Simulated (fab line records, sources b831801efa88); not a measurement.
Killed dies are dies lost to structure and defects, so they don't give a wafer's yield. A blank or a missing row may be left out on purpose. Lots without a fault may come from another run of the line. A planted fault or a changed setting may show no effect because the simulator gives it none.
fab line records | flow gf180mcu
record lots=5 wafers=15 last_day=35
route steps=602 shown VT_IMPLANT@92
lots that met no fault: from a run of the same line without faults
start_h: hours from the record's first day to the start of the lot's first wafer shown | wait_h: hours since the lot's step before | " the same as in the row above | L1.1+2: a row that stands for several wafers | - no value, or no start given | * or withheld: withheld | < > ~ a bound
route shown NAME@n: a module of which the file shows steps, and the number in the route of the first | usual: mean/standard deviation of fault-free wafers | same: alike in all rows | chamber/n: place in a boat | sites: the reading at each site | _std_site: their standard deviation | _edge_site: outer sites' mean less inner sites' | radius_mm: how far each site lies from the wafer's centre | mask NAME#n: copy n | behind: the tool/chamber that last shaped the wafer | hold: why the lot was held/for how many hours/how that ended | device: the transistor (n, p or np) that didn't switch | end of line: the same wafers' tests at the end of the route | a step without rows: its recipe alone | killed: dies lost to structure and defects at the first sort, not the wafer's yield | map: a wafer's dies, x killed, . not, _ none there
set.NAME: the setting as run; set.NAME@STEP: as run at that earlier step | model.NAME: the simulator's own value behind a step, which no gauge read
lots at some steps of the route; a table a step, a row a wafer
services: from which hour (start_h, from the record's first day; less than 0 if before it) a tool's chamber was out of use, for how many hours, and why
## steps
# step GF_VT_IMPLANT_COAT_02
# recipe resist=NOVOLAK spin_rpm=3000 resist_thk_nm=1000
# columns lot.wafer tool chamber start_h wait_h
L077.1+5+6 litho_track-03 0 126.16 0.1
L082.3+5+6 litho_track-04 0 158.88 0.1
L088.1+3+5 litho_track-04 0 197.38 0.1
L094.2+3+4 litho_track-03 0 229.33 0.1
L097.3+5+6 litho_track-04 0 247.33 0.1
# step GF_VT_IMPLANT_SOFTBAKE_03
# recipe temp_c=90 time_s=60 resist=NOVOLAK
# columns lot.wafer tool chamber start_h wait_h
L077.1+5+6 litho_track-03 0 126.31 0.1
L082.3+5+6 litho_track-04 0 159.03 0.1
L088.1+3+5 litho_track-04 0 197.53 0.1
L094.2+3+4 litho_track-03 0 229.48 0.1
L097.3+5+6 litho_track-04 0 247.48 0.1
# step GF_VT_IMPLANT_EXPOSE_04
# recipe mask_id=LVPWELL_LV_AREA target_cd_nm=600 na=0.6 source_shape=conventional sigma_outer=0.6 dose_mj=140
# columns lot.wafer tool chamber start_h wait_h mask
L077.1+5+6 iline_stepper-02 0 - - LVPWELL_LV_AREA#0
L082.3+5+6 iline_stepper-01 0 - - LVPWELL_LV_AREA#0
L088.1+3+5 iline_stepper-02 0 - - LVPWELL_LV_AREA#0
L094.2+3+4 iline_stepper-01 0 - - LVPWELL_LV_AREA#0
L097.3+5+6 iline_stepper-01 0 - - LVPWELL_LV_AREA#0
# step GF_VT_IMPLANT_PEB_05
# recipe temp_c=withheld time_s=* resist=NOVOLAK
# columns lot.wafer tool chamber start_h wait_h
L077.1+5+6 litho_track-02 0 - -
L082.3+5+6 litho_track-02 0 - -
L088.1+3+5 litho_track-02 0 - -
L094.2+3+4 litho_track-03 0 - -
L097.3+5+6 litho_track-03 0 - -
# step GF_VT_IMPLANT_DEVELOP_06
# recipe develop_time_s=60 dev_temp_c=23
# usual developer_temp_C=22.98/0.11
# same develop_time_s=60
# columns lot.wafer tool chamber start_h wait_h developer_temp_C
L077.1 litho_track-02 0 134.30 0.1 22.87
L077.5 " 0 " " 22.88
L077.6 " 0 " " 22.83
L082.3 litho_track-02 0 166.65 0.1 22.91
L082.5 " 0 " " 23.08
L082.6 " 0 " " 23.27
L088.1 litho_track-02 0 205.80 0.1 23.12
L088.3 " 0 " " 22.99
L088.5 " 0 " " 23.11
L094.2 litho_track-03 0 238.98 0.1 22.89
L094.3 " 0 " " 23.02
L094.4 " 0 " " 23.03
L097.3 litho_track-03 0 257.56 0.1 22.95
L097.5 " 0 " " 22.79
L097.6 " 0 " " 22.85
# step GF_VT_IMPLANT_OVL_MEAS_07
# usual VT_IMPLANT_OVL=0.3/1.6
# columns lot.wafer tool chamber start_h wait_h VT_IMPLANT_OVL[nm]
L077.1 overlay-01 - 134.45 0.1 2.0
L077.5 " - " " 0.9
L077.6 " - " " 1.0
L082.3 overlay-01 - 166.76 0.1 -1.3
L082.5 " - " " 1.4
L082.6 " - " " 1.0
L088.1 overlay-01 - 205.95 0.1 -1.2
L088.3 " - " " -2.2
L088.5 " - " " 1.0
L094.2 overlay-01 - 239.11 0.1 0.8
L094.3 " - " " 1.0
L094.4 " - " " 3.3
L097.3 overlay-02 - 257.67 0.1 -1.2
L097.5 " - " " -1.4
L097.6 " - " " -1.4
# step GF_VT_IMPLANT_IMPLANT_08
# recipe species=BF2 energy_kev=20 dose_cm2=8.29e+12 tilt_deg=7.178
# usual end_station_pressure_torr=5.05e-06/2.5e-07
# columns lot.wafer tool chamber start_h wait_h end_station_pressure_torr
L077.1 implanter-01 0 134.49 0.0 4.91e-06
L077.5 " 0 " " 4.97e-06
L077.6 " 0 " " 5.07e-06
L082.3 implanter-01 0 166.84 0.1 4.68e-06
L082.5 " 0 " " 5.31e-06
L082.6 " 0 " " 4.78e-06
L088.1 implanter-01 0 205.99 0.0 5.07e-06
L088.3 " 0 " " 5.18e-06
L088.5 " 0 " " 4.57e-06
L094.2 implanter-01 0 239.17 0.0 5.14e-06
L094.3 " 0 " " 4.92e-06
L094.4 " 0 " " 5.37e-06
L097.3 implanter-03 0 257.74 0.1 4.92e-06
L097.5 " 0 " " 5.24e-06
L097.6 " 0 " " 5.29e-06
# step GF_VT_IMPLANT_STRIP_09
# recipe chemistry=O2/N2 power_w=1400 pressure_mtorr=1500 platen_temp_c=250 o2_flow_sccm=3000 n2_flow_sccm=300 overash_fraction=0.5
# usual drypump_motor_current_A=5.9/0.38 heater_power_w=345/41 oes_product_au=0.716/0.0039 strip_time_to_endpoint_s=12.63/0.036
# columns lot.wafer tool chamber start_h wait_h drypump_motor_current_A heater_power_w oes_product_au rf_hours_counter_h strip_time_to_endpoint_s
L077.1 plasma_asher-02 0 134.64 0.1 6.5 385 0.715 2 12.55
L077.5 " 1 " " 6.1 305 0.712 - 12.59
L077.6 " 0 " " 6.5 393 0.719 - 12.61
L082.3 plasma_asher-03 1 166.97 0.1 5.6 285 0.718 - 12.64
L082.5 " 0 " " 6.0 296 0.717 - 12.61
L082.6 " 1 " " 5.6 283 0.709 - 12.65
L088.1 plasma_asher-02 1 206.14 0.1 6.1 302 0.714 9 12.60
L088.3 " 0 " " 6.5 400 0.712 - 12.66
L088.5 " 1 " " 6.1 308 0.713 - 12.58
L094.2 plasma_asher-02 0 239.29 0.1 6.5 403 0.726 13 12.67
L094.3 " 1 " " 6.1 313 0.719 - 12.63
L094.4 " 0 " " 6.5 401 0.714 - 12.62
L097.3 plasma_asher-04 1 257.88 0.1 5.5 392 0.717 - 12.57
L097.5 " 0 " " 5.6 335 0.717 - 12.64
L097.6 " 1 " " 5.4 380 0.717 - 12.61
# step GF_VT_IMPLANT_TW_MEAS_10
# usual VT_IMPLANT_TW=557.3/2.9
# columns lot.wafer tool chamber start_h wait_h VT_IMPLANT_TW
L077.1 film_metro-03 - 134.74 0.1 555.8
L077.5 " - " " 558.2
L077.6 " - " " 557.3
L082.3 film_metro-01 - 167.06 0.1 552.5
L082.5 " - " " 555.1
L082.6 " - " " 554.8
L088.1 film_metro-01 - 206.24 0.1 556.2
L088.3 " - " " 557.5
L088.5 " - " " 553.4
L094.2 film_metro-01 - 239.40 0.1 556.3
L094.3 " - " " 556.7
L094.4 " - " " 556.3
L097.3 film_metro-02 - 257.96 0.1 559.8
L097.5 " - " " 561.0
L097.6 " - " " 560.6
# step GF_VT_IMPLANT_DEHYDRATE_11
# recipe temp_c=200 time_s=60
# columns lot.wafer tool chamber start_h wait_h
L077.1+5+6 litho_track-04 0 142.33 7.6
L082.3+5+6 litho_track-03 0 174.81 7.7
L088.1+3+5 litho_track-03 0 214.61 8.4
L094.2+3+4 litho_track-03 0 248.18 8.8
L097.3+5+6 litho_track-04 0 267.08 9.1
# step GF_VT_IMPLANT_HMDS_12
# recipe prime_time_s=60 prime_temp_c=120
# columns lot.wafer tool chamber start_h wait_h
L077.1+5+6 litho_track-04 0 142.48 0.1
L082.3+5+6 litho_track-03 0 174.96 0.1
L088.1+3+5 litho_track-03 0 214.76 0.1
L094.2+3+4 litho_track-03 0 248.33 0.1
L097.3+5+6 litho_track-04 0 267.23 0.1
# step GF_VT_IMPLANT_COAT_13
# recipe resist=NOVOLAK spin_rpm=3000 resist_thk_nm=1000
# columns lot.wafer tool chamber start_h wait_h
L077.1+5+6 litho_track-04 0 142.63 0.1
L082.3+5+6 litho_track-03 0 175.11 0.1
L088.1+3+5 litho_track-03 0 214.91 0.1
L094.2+3+4 litho_track-03 0 248.48 0.1
L097.3+5+6 litho_track-04 0 267.38 0.1
# step GF_VT_IMPLANT_SOFTBAKE_14
# recipe temp_c=90 time_s=60 resist=NOVOLAK
# columns lot.wafer tool chamber start_h wait_h
L077.1+5+6 litho_track-04 0 142.78 0.1
L082.3+5+6 litho_track-03 0 175.26 0.1
L088.1+3+5 litho_track-03 0 215.06 0.1
L094.2+3+4 litho_track-03 0 248.63 0.1
L097.3+5+6 litho_track-04 0 267.53 0.1
# step GF_VT_IMPLANT_EXPOSE_15
# recipe mask_id=Nwell_LV_AREA target_cd_nm=860 na=0.6 source_shape=conventional sigma_outer=0.6 dose_mj=140
# columns lot.wafer tool chamber start_h wait_h mask
L077.1+5+6 iline_stepper-01 0 - - Nwell_LV_AREA#0
L082.3+5+6 iline_stepper-01 0 - - Nwell_LV_AREA#0
L088.1+3+5 iline_stepper-01 0 - - Nwell_LV_AREA#0
L094.2+3+4 iline_stepper-01 0 - - Nwell_LV_AREA#0
L097.3+5+6 iline_stepper-02 0 - - Nwell_LV_AREA#0
# step GF_VT_IMPLANT_PEB_16
# recipe temp_c=withheld time_s=* resist=NOVOLAK
# columns lot.wafer tool chamber start_h wait_h
L077.1+5+6 litho_track-02 0 - -
L082.3+5+6 litho_track-02 0 - -
L088.1+3+5 litho_track-03 0 - -
L094.2+3+4 litho_track-03 0 - -
L097.3+5+6 litho_track-03 0 - -
# step GF_VT_IMPLANT_DEVELOP_17
# recipe develop_time_s=60 dev_temp_c=23
# usual developer_temp_C=22.98/0.11
# same develop_time_s=60
# columns lot.wafer tool chamber start_h wait_h developer_temp_C
L077.1 litho_track-02 0 150.60 0.1 22.90
L077.5 " 0 " " 22.93
L077.6 " 0 " " 22.99
L082.3 litho_track-02 0 183.85 0.1 23.02
L082.5 " 0 " " 23.12
L082.6 " 0 " " 22.96
L088.1 litho_track-03 0 223.96 0.1 22.83
L088.3 " 0 " " 22.96
L088.5 " 0 " " 22.87
L094.2 litho_track-03 0 258.43 0.1 23.13
L094.3 " 0 " " 23.11
L094.4 " 0 " " 23.21
L097.3 litho_track-03 0 277.46 0.1 22.95
L097.5 " 0 " " 22.93
L097.6 " 0 " " 23.11
# step GF_VT_IMPLANT_OVL_MEAS_18
# usual VT_IMPLANT_01_OVL=-0.3/1.4
# columns lot.wafer tool chamber start_h wait_h VT_IMPLANT_01_OVL[nm]
L077.1 overlay-01 - 150.75 0.1 -2.5
L077.5 " - " " 0.3
L077.6 " - " " -1.3
L082.3 overlay-02 - 183.96 0.1 -3.3
L082.5 " - " " -0.8
L082.6 " - " " -2.7
L088.1 overlay-02 - 224.11 0.1 -1.0
L088.3 " - " " 1.1
L088.5 " - " " 1.4
L094.2 overlay-02 - 258.56 0.1 -0.3
L094.3 " - " " -0.4
L094.4 " - " " -1.1
L097.3 overlay-01 - 277.57 0.1 -0.3
L097.5 " - " " 0.1
L097.6 " - " " -0.5
# step GF_VT_IMPLANT_IMPLANT_19
# recipe species=As energy_kev=100 dose_cm2=4.35e+12 tilt_deg=7
# usual end_station_pressure_torr=4.97e-06/2.5e-07
# columns lot.wafer tool chamber start_h wait_h end_station_pressure_torr
L077.1 implanter-03 0 150.79 0.0 5.41e-06
L077.5 " 0 " " 4.83e-06
L077.6 " 0 " " 5.07e-06
L082.3 implanter-03 0 184.04 0.1 5.1e-06
L082.5 " 0 " " 5.09e-06
L082.6 " 0 " " 5.15e-06
L088.1 implanter-03 0 224.14 0.0 4.82e-06
L088.3 " 0 " " 5.09e-06
L088.5 " 0 " " 5.06e-06
L094.2 implanter-04 0 258.62 0.0 4.97e-06
L094.3 " 0 " " 4.96e-06
L094.4 " 0 " " 5.03e-06
L097.3 implanter-03 0 277.64 0.1 5.3e-06
L097.5 " 0 " " 5.15e-06
L097.6 " 0 " " 5.05e-06
# step GF_VT_IMPLANT_STRIP_20
# recipe chemistry=O2/N2 power_w=1400 pressure_mtorr=1500 platen_temp_c=250 o2_flow_sccm=3000 n2_flow_sccm=300 overash_fraction=0.5
# usual drypump_motor_current_A=5.8/0.35 heater_power_w=337/43 oes_product_au=0.716/0.0043 strip_time_to_endpoint_s=12.63/0.033
# columns lot.wafer tool chamber start_h wait_h drypump_motor_current_A heater_power_w oes_product_au rf_hours_counter_h strip_time_to_endpoint_s
L077.1 plasma_asher-04 0 150.94 0.1 5.7 344 0.716 45 12.63
L077.5 " 1 " " 5.5 383 0.721 - 12.60
L077.6 " 0 " " 5.6 347 0.721 - 12.60
L082.3 plasma_asher-03 0 184.17 0.1 6.0 303 0.709 - 12.72
L082.5 " 1 " " 5.6 281 0.715 - 12.68
L082.6 " 0 " " 6.0 303 0.710 - 12.65
L088.1 plasma_asher-04 0 224.29 0.1 5.7 349 0.716 53 12.61
L088.3 " 0 " " 5.6 346 0.715 - 12.61
L088.5 " 1 " " 5.4 387 0.716 - 12.58
L094.2 plasma_asher-04 0 258.74 0.1 5.7 336 0.717 56 12.66
L094.3 " 0 " " 5.6 347 0.715 - 12.68
L094.4 " 1 " " 5.5 390 0.712 - 12.67
L097.3 plasma_asher-02 1 277.78 0.1 6.1 311 0.716 - 12.58
L097.5 " 1 " " 6.1 312 0.716 - 12.59
L097.6 " 0 " " 6.5 401 0.725 - 12.61
# step GF_VT_IMPLANT_TW_MEAS_21
# usual VT_IMPLANT_2_TW=1200/6.5
# columns lot.wafer tool chamber start_h wait_h VT_IMPLANT_2_TW
L077.1 film_metro-02 - 151.04 0.1 1206
L077.5 " - " " 1207
L077.6 " - " " 1212
L082.3 film_metro-02 - 184.26 0.1 1213
L082.5 " - " " 1207
L082.6 " - " " 1211
L088.1 film_metro-03 - 224.39 0.1 1202
L088.3 " - " " 1201
L088.5 " - " " 1208
L094.2 film_metro-01 - 258.85 0.1 1194
L094.3 " - " " 1192
L094.4 " - " " 1196
L097.3 film_metro-01 - 277.86 0.1 1199
L097.5 " - " " 1189
L097.6 " - " " 1195
# step GF_VT_IMPLANT_DEHYDRATE_22
# recipe temp_c=200 time_s=60
# columns lot.wafer tool chamber start_h wait_h
L077.1+5+6 litho_track-02 0 158.65 7.6
L082.3+5+6 litho_track-04 0 192.48 8.2
L088.1+3+5 litho_track-02 0 233.20 8.8
L094.2+3+4 litho_track-04 0 268.26 9.4
L097.3+5+6 litho_track-02 0 287.20 9.3
# step GF_VT_IMPLANT_HMDS_23
# recipe prime_time_s=60 prime_temp_c=120
# columns lot.wafer tool chamber start_h wait_h
L077.1+5+6 litho_track-02 0 158.80 0.1
L082.3+5+6 litho_track-04 0 192.63 0.1
L088.1+3+5 litho_track-02 0 233.35 0.1
L094.2+3+4 litho_track-04 0 268.41 0.1
L097.3+5+6 litho_track-02 0 287.35 0.1
# step GF_VT_IMPLANT_COAT_24
# recipe resist=NOVOLAK spin_rpm=3000 resist_thk_nm=1000
# columns lot.wafer tool chamber start_h wait_h
L077.1+5+6 litho_track-02 0 158.95 0.1
L082.3+5+6 litho_track-04 0 192.78 0.1
L088.1+3+5 litho_track-02 0 233.50 0.1
L094.2+3+4 litho_track-04 0 268.56 0.1
L097.3+5+6 litho_track-02 0 287.50 0.1
# step GF_VT_IMPLANT_SOFTBAKE_25
# recipe temp_c=90 time_s=60 resist=NOVOLAK
# columns lot.wafer tool chamber start_h wait_h
L077.1+5+6 litho_track-02 0 159.10 0.1
L082.3+5+6 litho_track-04 0 192.93 0.1
L088.1+3+5 litho_track-02 0 233.65 0.1
L094.2+3+4 litho_track-04 0 268.71 0.1
L097.3+5+6 litho_track-02 0 287.65 0.1
# step GF_VT_IMPLANT_EXPOSE_26
# recipe mask_id=LVPWELL_HV_AREA target_cd_nm=860 na=0.6 source_shape=conventional sigma_outer=0.6 dose_mj=140
# columns lot.wafer tool chamber start_h wait_h mask
L077.1+5+6 iline_stepper-02 0 - - LVPWELL_HV_AREA#0
L082.3+5+6 iline_stepper-01 0 - - LVPWELL_HV_AREA#0
L088.1+3+5 iline_stepper-02 0 - - LVPWELL_HV_AREA#0
L094.2+3+4 iline_stepper-02 0 - - LVPWELL_HV_AREA#0
L097.3+5+6 iline_stepper-01 0 - - LVPWELL_HV_AREA#0
# step GF_VT_IMPLANT_PEB_27
# recipe temp_c=withheld time_s=* resist=NOVOLAK
# columns lot.wafer tool chamber start_h wait_h
L077.1+5+6 litho_track-04 0 - -
L082.3+5+6 litho_track-03 0 - -
L088.1+3+5 litho_track-04 0 - -
L094.2+3+4 litho_track-04 0 - -
L097.3+5+6 litho_track-02 0 - -
# step GF_VT_IMPLANT_DEVELOP_28
# recipe develop_time_s=60 dev_temp_c=23
# usual developer_temp_C=22.99/0.1
# same develop_time_s=60
# columns lot.wafer tool chamber start_h wait_h developer_temp_C
L077.1 litho_track-04 0 167.13 0.1 23.03
L077.5 " 0 " " 23.20
L077.6 " 0 " " 23.08
L082.3 litho_track-03 0 201.51 0.1 22.92
L082.5 " 0 " " 23.03
L082.6 " 0 " " 23.00
L088.1 litho_track-04 0 242.68 0.1 23.11
L088.3 " 0 " " 23.16
L088.5 " 0 " " 23.00
L094.2 litho_track-04 0 278.71 0.1 23.04
L094.3 " 0 " " 23.14
L094.4 " 0 " " 23.09
L097.3 litho_track-02 0 297.80 0.1 23.11
L097.5 " 0 " " 23.26
L097.6 " 0 " " 23.17
# step GF_VT_IMPLANT_OVL_MEAS_29
# usual VT_IMPLANT_02_OVL=-0.3/1.4
# columns lot.wafer tool chamber start_h wait_h VT_IMPLANT_02_OVL[nm]
L077.1 overlay-02 - 167.28 0.1 -1.1
L077.5 " - " " 0.2
L077.6 " - " " -0.7
L082.3 overlay-01 - 201.62 0.1 -0.3
L082.5 " - " " -0.1
L082.6 " - " " -0.7
L088.1 overlay-01 - 242.83 0.1 -1.2
L088.3 " - " " -2.0
L088.5 " - " " -0.4
L094.2 overlay-02 - 278.84 0.1 0.5
L094.3 " - " " -0.8
L094.4 " - " " -1.4
L097.3 overlay-01 - 297.91 0.1 2.1
L097.5 " - " " 1.0
L097.6 " - " " 2.5
# step GF_VT_IMPLANT_IMPLANT_30
# recipe species=B energy_kev=25.44 dose_cm2=2.534e+12 tilt_deg=7
# usual end_station_pressure_torr=4.98e-06/2.6e-07
# columns lot.wafer tool chamber start_h wait_h end_station_pressure_torr
L077.1 implanter-03 0 167.32 0.0 4.96e-06
L077.5 " 0 " " 4.45e-06
L077.6 " 0 " " 4.77e-06
L082.3 implanter-03 0 201.70 0.1 4.45e-06
L082.5 " 0 " " 4.46e-06
L082.6 " 0 " " 5.11e-06
L088.1 implanter-01 0 242.87 0.0 4.93e-06
L088.3 " 0 " " 4.55e-06
L088.5 " 0 " " 5.05e-06
L094.2 implanter-03 0 278.89 0.0 4.96e-06
L094.3 " 0 " " 4.6e-06
L094.4 " 0 " " 5.09e-06
L097.3 implanter-01 0 297.99 0.1 5.25e-06
L097.5 " 0 " " 4.93e-06
L097.6 " 0 " " 5.28e-06
# step GF_VT_IMPLANT_STRIP_31
# recipe chemistry=O2/N2 power_w=1400 pressure_mtorr=1500 platen_temp_c=250 o2_flow_sccm=3000 n2_flow_sccm=300 overash_fraction=0.5
# usual drypump_motor_current_A=5.9/0.39 heater_power_w=347/41 oes_product_au=0.716/0.0041 strip_time_to_endpoint_s=12.63/0.034
# columns lot.wafer tool chamber start_h wait_h drypump_motor_current_A heater_power_w oes_product_au rf_hours_counter_h strip_time_to_endpoint_s
L077.1 plasma_asher-04 0 167.47 0.1 5.7 348 0.717 47 12.66
L077.5 " 0 " " 5.7 341 0.714 - 12.64
L077.6 " 1 " " 5.4 395 0.718 - 12.70
L082.3 plasma_asher-02 1 201.83 0.1 6.1 311 0.718 - 12.57
L082.5 " 0 " " 6.5 402 0.720 - 12.59
L082.6 " 1 " " 6.1 307 0.718 - 12.64
L088.1 plasma_asher-03 0 243.02 0.1 6.0 306 0.719 46 12.60
L088.3 " 0 " " 6.0 306 0.716 - 12.63
L088.5 " 1 " " 5.6 275 0.717 - 12.64
L094.2 plasma_asher-04 0 279.02 0.1 5.7 349 0.717 59 12.60
L094.3 " 0 " " 5.6 337 0.712 - 12.67
L094.4 " 1 " " 5.5 387 0.717 - 12.68
L097.3 plasma_asher-04 1 298.12 0.1 5.5 388 0.716 - 12.64
L097.5 " 1 " " 5.5 380 0.723 - 12.62
L097.6 " 0 " " 5.6 336 0.715 - 12.61
# step GF_VT_IMPLANT_TW_MEAS_32
# usual VT_IMPLANT_3_TW=266.5/1.4
# columns lot.wafer tool chamber start_h wait_h VT_IMPLANT_3_TW
L077.1 film_metro-01 - 167.57 0.1 265.7
L077.5 " - " " 267.0
L077.6 " - " " 267.3
L082.3 film_metro-02 - 201.92 0.1 268.6
L082.5 " - " " 270.1
L082.6 " - " " 268.7
L088.1 film_metro-02 - 243.12 0.1 267.3
L088.3 " - " " 268.0
L088.5 " - " " 265.5
L094.2 film_metro-03 - 279.13 0.1 265.1
L094.3 " - " " 265.8
L094.4 " - " " 265.1
L097.3 film_metro-01 - 298.21 0.1 266.2
L097.5 " - " " 266.6
L097.6 " - " " 264.5
# step GF_VT_IMPLANT_DEHYDRATE_33
# recipe temp_c=200 time_s=60
# columns lot.wafer tool chamber start_h wait_h
L077.1+5+6 litho_track-02 0 175.40 7.8
L082.3+5+6 litho_track-03 0 210.36 8.4
L088.1+3+5 litho_track-03 0 251.61 8.5
L094.2+3+4 litho_track-02 0 288.73 9.6
L097.3+5+6 litho_track-02 0 307.85 9.6
# step GF_VT_IMPLANT_HMDS_34
# recipe prime_time_s=60 prime_temp_c=120
# columns lot.wafer tool chamber start_h wait_h
L077.1+5+6 litho_track-02 0 175.55 0.1
L082.3+5+6 litho_track-03 0 210.51 0.1
L088.1+3+5 litho_track-03 0 251.76 0.1
L094.2+3+4 litho_track-02 0 288.88 0.1
L097.3+5+6 litho_track-02 0 308.00 0.1
# step GF_VT_IMPLANT_COAT_35
# recipe resist=NOVOLAK spin_rpm=3000 resist_thk_nm=1000
# columns lot.wafer tool chamber start_h wait_h
L077.1+5+6 litho_track-02 0 175.70 0.1
L082.3+5+6 litho_track-03 0 210.66 0.1
L088.1+3+5 litho_track-03 0 251.91 0.1
L094.2+3+4 litho_track-02 0 289.03 0.1
L097.3+5+6 litho_track-02 0 308.15 0.1
# step GF_VT_IMPLANT_SOFTBAKE_36
# recipe temp_c=90 time_s=60 resist=NOVOLAK
# columns lot.wafer tool chamber start_h wait_h
L077.1+5+6 litho_track-02 0 175.85 0.1
L082.3+5+6 litho_track-03 0 210.81 0.1
L088.1+3+5 litho_track-03 0 252.06 0.1
L094.2+3+4 litho_track-02 0 289.18 0.1
L097.3+5+6 litho_track-02 0 308.30 0.1
# step GF_VT_IMPLANT_EXPOSE_37
# recipe mask_id=Nwell_HV_AREA target_cd_nm=860 na=0.6 source_shape=conventional sigma_outer=0.6 dose_mj=140
# columns lot.wafer tool chamber start_h wait_h mask
L077.1+5+6 iline_stepper-01 0 - - Nwell_HV_AREA#0
L082.3+5+6 iline_stepper-02 0 - - Nwell_HV_AREA#0
L088.1+3+5 iline_stepper-01 0 - - Nwell_HV_AREA#0
L094.2+3+4 iline_stepper-01 0 - - Nwell_HV_AREA#0
L097.3+5+6 iline_stepper-01 0 - - Nwell_HV_AREA#0
# step GF_VT_IMPLANT_PEB_38
# recipe temp_c=withheld time_s=* resist=NOVOLAK
# columns lot.wafer tool chamber start_h wait_h
L077.1+5+6 litho_track-02 0 - -
L082.3+5+6 litho_track-04 0 - -
L088.1+3+5 litho_track-04 0 - -
L094.2+3+4 litho_track-04 0 - -
L097.3+5+6 litho_track-04 0 - -
# step GF_VT_IMPLANT_DEVELOP_39
# recipe develop_time_s=60 dev_temp_c=23
# usual developer_temp_C=22.99/0.12
# same develop_time_s=60
# columns lot.wafer tool chamber start_h wait_h developer_temp_C
L077.1 litho_track-02 0 184.45 0.1 23.12
L077.5 " 0 " " 23.06
L077.6 " 0 " " 23.16
L082.3 litho_track-04 0 219.63 0.1 23.01
L082.5 " 0 " " 23.05
L082.6 " 0 " " 23.01
L088.1 litho_track-04 0 261.48 0.1 22.91
L088.3 " 0 " " 22.92
L088.5 " 0 " " 23.07
L094.2 litho_track-04 0 299.41 0.1 23.24
L094.3 " 0 " " 23.12
L094.4 " 0 " " 23.23
L097.3 litho_track-04 0 319.08 0.1 23.07
L097.5 " 0 " " 22.80
L097.6 " 0 " " 23.30
# step GF_VT_IMPLANT_OVL_MEAS_40
# usual VT_IMPLANT_03_OVL=1.2/1.5
# columns lot.wafer tool chamber start_h wait_h VT_IMPLANT_03_OVL[nm]
L077.1 overlay-02 - 184.60 0.1 1.3
L077.5 " - " " -0.1
L077.6 " - " " 1.3
L082.3 overlay-02 - 219.74 0.1 0.2
L082.5 " - " " -0.4
L082.6 " - " " 0.3
L088.1 overlay-02 - 261.63 0.1 -0.9
L088.3 " - " " -1.4
L088.5 " - " " -1.7
L094.2 overlay-01 - 299.54 0.1 0.5
L094.3 " - " " 1.3
L094.4 " - " " 0.8
L097.3 overlay-02 - 319.19 0.1 2.2
L097.5 " - " " 0.5
L097.6 " - " " 0.6
# step GF_VT_IMPLANT_IMPLANT_41
# recipe species=As energy_kev=70 dose_cm2=1.013e+12 tilt_deg=7
# usual end_station_pressure_torr=5.01e-06/2.4e-07
# columns lot.wafer tool chamber start_h wait_h end_station_pressure_torr
L077.1 implanter-04 0 184.64 0.0 4.79e-06
L077.5 " 0 " " 5.13e-06
L077.6 " 0 " " 5.24e-06
L082.3 implanter-03 0 219.82 0.1 5.2e-06
L082.5 " 0 " " 4.91e-06
L082.6 " 0 " " 4.43e-06
L088.1 implanter-04 0 261.67 0.0 5.2e-06
L088.3 " 0 " " 5.38e-06
L088.5 " 0 " " 5.34e-06
L094.2 implanter-01 0 299.59 0.0 5.06e-06
L094.3 " 0 " " 5.13e-06
L094.4 " 0 " " 4.82e-06
L097.3 implanter-03 0 319.27 0.1 5.69e-06
L097.5 " 0 " " 5.12e-06
L097.6 " 0 " " 4.59e-06
# step GF_VT_IMPLANT_STRIP_42
# recipe chemistry=O2/N2 power_w=1400 pressure_mtorr=1500 platen_temp_c=250 o2_flow_sccm=3000 n2_flow_sccm=300 overash_fraction=0.5
# usual drypump_motor_current_A=5.9/0.37 heater_power_w=339/44 oes_product_au=0.716/0.0043 strip_time_to_endpoint_s=12.64/0.033
# columns lot.wafer tool chamber start_h wait_h drypump_motor_current_A heater_power_w oes_product_au rf_hours_counter_h strip_time_to_endpoint_s
L077.1 plasma_asher-04 1 184.79 0.1 5.5 388 0.713 49 12.71
L077.5 " 1 " " 5.4 379 0.717 - 12.72
L077.6 " 0 " " 5.6 338 0.717 - 12.71
L082.3 plasma_asher-04 0 219.95 0.1 5.6 342 0.726 - 12.65
L082.5 " 0 " " 5.6 354 0.717 - 12.66
L082.6 " 1 " " 5.4 384 0.723 - 12.69
L088.1 plasma_asher-02 0 261.82 0.1 6.5 395 0.716 15 12.64
L088.3 " 0 " " 6.5 402 0.720 - 12.61
L088.5 " 1 " " 6.1 310 0.715 - 12.65
L094.2 plasma_asher-03 1 299.72 0.1 5.6 284 0.717 49 12.64
L094.3 " 0 " " 6.0 299 0.716 - 12.66
L094.4 " 1 " " 5.6 279 0.710 - 12.63
L097.3 plasma_asher-04 1 319.40 0.1 5.4 385 0.712 - 12.61
L097.5 " 0 " " 5.6 352 0.714 - 12.59
L097.6 " 1 " " 5.4 390 0.724 - 12.60
# step GF_VT_IMPLANT_TW_MEAS_43
# usual VT_IMPLANT_4_TW=682/3.3
# columns lot.wafer tool chamber start_h wait_h VT_IMPLANT_4_TW
L077.1 film_metro-01 - 184.89 0.1 685
L077.5 " - " " 680
L077.6 " - " " 681
L082.3 film_metro-01 - 220.04 0.1 679
L082.5 " - " " 684
L082.6 " - " " 682
L088.1 film_metro-01 - 261.92 0.1 676
L088.3 " - " " 679
L088.5 " - " " 677
L094.2 film_metro-01 - 299.83 0.1 681
L094.3 " - " " 684
L094.4 " - " " 681
L097.3 film_metro-03 - 319.49 0.1 688
L097.5 " - " " 682
L097.6 " - " " 689
# step GF_VT_IMPLANT_CLEAN_44
# recipe chemistry=SC1/SC2 mix=1:4:20 temp_c=70 time_s=150 dry=n2_spin
# columns lot.wafer tool chamber start_h wait_h
L077.1+5+6 wet_bench-04 1 184.95 0.1
L082.3+5+6 wet_bench-02 0 220.08 0.0
L088.1+3+5 wet_bench-03 1 261.98 0.1
L094.2+3+4 wet_bench-03 1 299.88 0.0
L097.3+5+6 wet_bench-04 0 319.53 0.0
## services
# columns tool chamber start_h hours kind
plasma_asher-03 - 104.47 2.0 repair
plasma_asher-02 - 108.75 9.0 pm
plasma_asher-02 0 108.75 9.0 vent_cycle
plasma_asher-02 1 108.75 9.0 vent_cycle
implanter-03 - 114.52 6.6 pm
litho_track-02 - 119.26 - consumable_replace:filter
iline_stepper-02 - 124.62 - calibration
iline_stepper-01 - 126.53 1.7 pm
implanter-01 - 142.16 2.9 pm
iline_stepper-02 0 147.45 - calibration
implanter-03 - 165.65 1.2 repair
implanter-03 - 174.73 4.4 pm
implanter-04 - 207.07 4.2 pm
implanter-04 - 213.71 2.9 repair
plasma_asher-02 - 229.50 0.8 repair
wet_bench-02 - 236.97 1.9 pm
iline_stepper-01 - 253.12 4.4 pm
iline_stepper-01 0 255.11 - calibration
plasma_asher-03 - 255.41 28.2 repair
wet_bench-02 - 257.60 4.8 repair
wet_bench-03 - 272.25 6.9 repair
iline_stepper-02 - 279.85 10.5 repair
implanter-04 - 299.19 7.2 repair
implanter-04 - 315.77 1.2 repair
## key
fault none
